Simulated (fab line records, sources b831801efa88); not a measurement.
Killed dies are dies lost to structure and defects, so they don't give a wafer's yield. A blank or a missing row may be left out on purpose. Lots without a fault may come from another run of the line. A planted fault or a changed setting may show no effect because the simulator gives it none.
Chamber matching | flow sky130 | SKY_VIA1_CMP_02 on cmp-02: 4 sister chambers
The step polishes SiO2. 8 wafers are shown with their chamber, then 10 later ones without.

WAFERS WITH THEIR CHAMBER
wafer  | chamber | motor_current_A (A) | retaining_ring_pressure_frac
L078.5 | 1       | 11.6                | 1.008
L079.5 | 0       | 10.3                | 0.999
L079.6 | 3       | 11.9                | 0.991
L081.1 | 2       | 10.9                | 0.999
L081.4 | 0       | 10.5                | 0.999
L081.6 | 2       | 10.4                | 0.995
L082.1 | 3       | 12.0                | 0.997
L082.2 | 1       | 11.4                | 1.001

WAFERS WITHOUT THEIR CHAMBER
wafer  | motor_current_A (A) | retaining_ring_pressure_frac
L082.6 | 10.5                | 0.993
L084.2 | 10.8                | 0.995
L084.3 | 11.5                | 1.004
L084.4 | 11.6                | 0.996
L092.1 | 10.7                | 1.005
L092.2 | 11.2                | 1.000
L092.6 | 11.6                | 0.999
L097.1 | 12.0                | 0.994
L097.2 | 11.1                | 1.004
L097.4 | 10.2                | 0.991

WHICH CHAMBER EACH WENT THROUGH
wafer  | from the rows above          | in truth
L082.6 | can't be placed: 2 or 0      | 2
L084.2 | can't be placed: 2 or 0      | 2
L084.3 | 1                            | 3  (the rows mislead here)
L084.4 | can't be placed: 3 or 1      | 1
L092.1 | can't be placed: 0 or 2 or 1 | 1
L092.2 | can't be placed: 1 or 2 or 0 | 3
L092.6 | can't be placed: 1 or 3      | 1
L097.1 | 3                            | 3
L097.2 | can't be placed: 1 or 2 or 0 | 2
L097.4 | can't be placed: 0 or 2      | 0
Placed correctly: 1 of 10. Can't be placed from these rows: 8 (the true chamber is among the candidates in 7). Placed wrongly: 1.
How it was worked out, from the rows above alone: a wafer's distance from a chamber is the root of the sum, over the readings, of the square of ((its reading less the chamber's mean) divided by the reading's scatter). The wafer belongs to the nearest chamber; if the next one is less than 2 further off, it can't be placed. A chamber's mean is the mean of its shown wafers. The scatter: the root of (the sum of the squares of (reading less its chamber's mean) over the shown wafers, divided by (wafers less chambers)).
